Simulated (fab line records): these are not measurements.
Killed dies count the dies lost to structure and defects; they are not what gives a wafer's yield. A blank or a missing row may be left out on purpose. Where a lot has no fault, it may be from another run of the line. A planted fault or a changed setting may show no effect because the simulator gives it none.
Problem report in the 8D (eight disciplines) form, filled by code    flow sky130    the parts of the form that need people (team, actions taken, sign-off) are left out

1. PROBLEM STATEMENT
POLY_GATE_CVD_00_THK at SKY_POLY_GATE_THK_MEAS_01 reads a mean of 162.9 nm on 3 wafers of 1 lot; wafers without a fault read 180.1 nm with a standard deviation of 1.7. Relative to the usual mean, that is a shift of -10 standard deviations.
The first sign was on wafer L841.1 at day 17 20:21, on film-metro-04. The record has a number at this step for 30 wafers belonging to 10 lots. By rule, "out" or "out of limits" means more than 4 standard deviations away from the usual mean. The rest of the wafers with a number are treated as sound.

2. WHAT IT IS, AND WHAT IT ISN'T
question                     is                      is not
which readings at this step  POLY_GATE_CVD_00_THK    -
which lots                   L841                    L829, L830, L834, L835, L836, L838, L850, L851, L852
which wafers of those lots   all that have a number  -
read on which gauges         film-metro-04           film-metro-01, film-metro-02
when                         from day 17 20:21       up to then (18 sound wafers); but 9 sound wafers of L850, L851, L852 came after

3. WHAT RULES OUT EACH SUSPECT
Counting: any tool at a process step up to the reading is kept as a suspect provided that every lot that is out went through it and no sound lot did after the first of them.
- the gauge at SKY_POLY_GATE_THK_MEAS_01 has been ruled out. All the wafers that are out were read on film-metro-04, but those of them that SKY_POLY_GATE_CVD_00 has rows for are out there too, on other tools.
- plasma-asher-02 at SKY_VT_ADJUST_PCH_STRIP_09 (strips in O2/N2): ruled out as a lasting fault. The sound lots L851 went through it after L841, its earliest lot that is out (day 13 23:56).
- lpcvd-01 at SKY_POLY_GATE_CVD_00 (deposits poly-Si, target thk 180 nm, time 720 s): ruled out as a lasting fault. The sound lots L850, L852, L851 went through it after L841, its earliest lot that is out (day 17 19:09).
Left after counting: nothing in the record.

4. THE CAUSE (what the simulator had put in)
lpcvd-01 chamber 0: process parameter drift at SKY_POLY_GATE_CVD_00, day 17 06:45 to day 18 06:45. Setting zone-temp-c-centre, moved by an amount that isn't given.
Counting ruled it out, wrongly: the rule takes a fault to strike every lot that its tool runs from its start on, and this one did not.

5. THE EFFECT CHAIN, in route order
One row per reading whose mean, taken over the struck wafers that have a number, lies over 3 standard deviations from the usual. Only readings for which the record gives a usual standard deviation are gone through. hours: the time from each lot's start at the first step in this table that gives one to its start at this step, as a median over the lots. sigmas: the change in usual standard deviations.
hours  step                       reading                usual       on struck wafers  change  sigmas
0      SKY_POLY_GATE_CVD_00       spike-tc-centre-C      620.7 C     590.1             -30.6   -17
0      SKY_POLY_GATE_CVD_00       spike-tc-lower-C       619.7 C     624.0             +4.3    +4.3
0      SKY_POLY_GATE_CVD_00       spike-tc-upper-C       618.6 C     625.7             +7.1    +4.2
0      SKY_POLY_GATE_CVD_00       zone-power-centre-pct  9.5 %       3.6               -5.9    -16
0      SKY_POLY_GATE_CVD_00       zone-power-lower-pct   8.3 %       12.9              +4.6    +4.6
0      SKY_POLY_GATE_CVD_00       zone-power-upper-pct   8.16 %      10.46             +2.30   +15
1      SKY_POLY_GATE_THK_MEAS_01  POLY_GATE_CVD_00_THK   180.1 nm    162.9             -17.2   -10
64     SKY_POLY_GATE_ETCH_17      oes-product-au         0.989 a.u.  0.928             -0.061  -9.5
The process steps in it:
- SKY_POLY_GATE_CVD_00: deposits poly-Si, target thk 180 nm, time 720 s.
- SKY_POLY_GATE_ETCH_17: etches poly-Si in HBr/Cl2, stops on SiO2, target depth 180 nm, time 70.5 s.

6. WHAT WOULD HAVE CAUGHT IT SOONER
14 hours passed between the start of the fault at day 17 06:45 and the first reading out of limits at a measuring or inspecting step in this record, taken at day 17 20:21.
At SKY_POLY_GATE_CVD_00, the tool's own readings (spike-tc-centre-C, zone-power-centre-pct, zone-power-lower-pct, zone-power-upper-pct) were out on each struck wafer the step has a row for, so an alarm limit on them would have fired on the first such wafer.
